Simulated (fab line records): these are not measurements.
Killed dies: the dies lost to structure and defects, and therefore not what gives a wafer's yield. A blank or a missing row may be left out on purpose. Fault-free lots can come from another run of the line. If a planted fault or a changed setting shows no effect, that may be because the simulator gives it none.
Which of the tools did it? || flow sky130 || route of 708 steps, sampled at 1 step: 7 lots, 21 wafers

WHAT EACH GAUGE READ, for each wafer
SKY_VIA3_OVL_MEAS_13.
{"lot": "L418", "measured": "day 40 03:27", "on": "overlay-01", "VIA3_OVL (nm)": "-1 2 0"}
{"lot": "L421", "measured": "day 41 20:48", "on": "overlay-01", "VIA3_OVL (nm)": "-3 -20 -11"}
{"lot": "L424", "measured": "day 42 02:34", "on": "overlay-01", "VIA3_OVL (nm)": "-4 0 -3"}
{"lot": "L426", "measured": "day 42 23:32", "on": "overlay-02", "VIA3_OVL (nm)": "-4 -10 -5"}
{"lot": "L433", "measured": "day 44 21:58", "on": "overlay-02", "VIA3_OVL (nm)": "-11 -8 -4"}
{"lot": "L435", "measured": "day 45 02:40", "on": "overlay-01", "VIA3_OVL (nm)": "5 -5 3"}
{"lot": "L439", "measured": "day 46 11:06", "on": "overlay-01", "VIA3_OVL (nm)": "3 -6 -8"}

EACH LOT AND THE TOOL THAT RAN IT (in order: tool; ch and the chambers of the sampled wafers; start)
The record holds no process step before these readings.

THE ANSWER, worked out from the rows above alone
Rule: the lots themselves supply what counts as usual. The widest of any qualifying gaps counts: lots, ordered by their means at a reading, are off when they make up no more than a third of the lots, leave a main group of 4 or more, and stand apart from it by 3 or more times the standard deviation of that group's means. A main group whose means are all the same, to the digits that the tables above print for the reading, isn't used. Also off: a lot with no number at a reading for which 4 or more lots have one. The other lots that the step has rows for count as sound.
No lot is off on any of the readings shown, so nothing can be concluded from this.

WHAT THE SIMULATOR HAD PUT IN
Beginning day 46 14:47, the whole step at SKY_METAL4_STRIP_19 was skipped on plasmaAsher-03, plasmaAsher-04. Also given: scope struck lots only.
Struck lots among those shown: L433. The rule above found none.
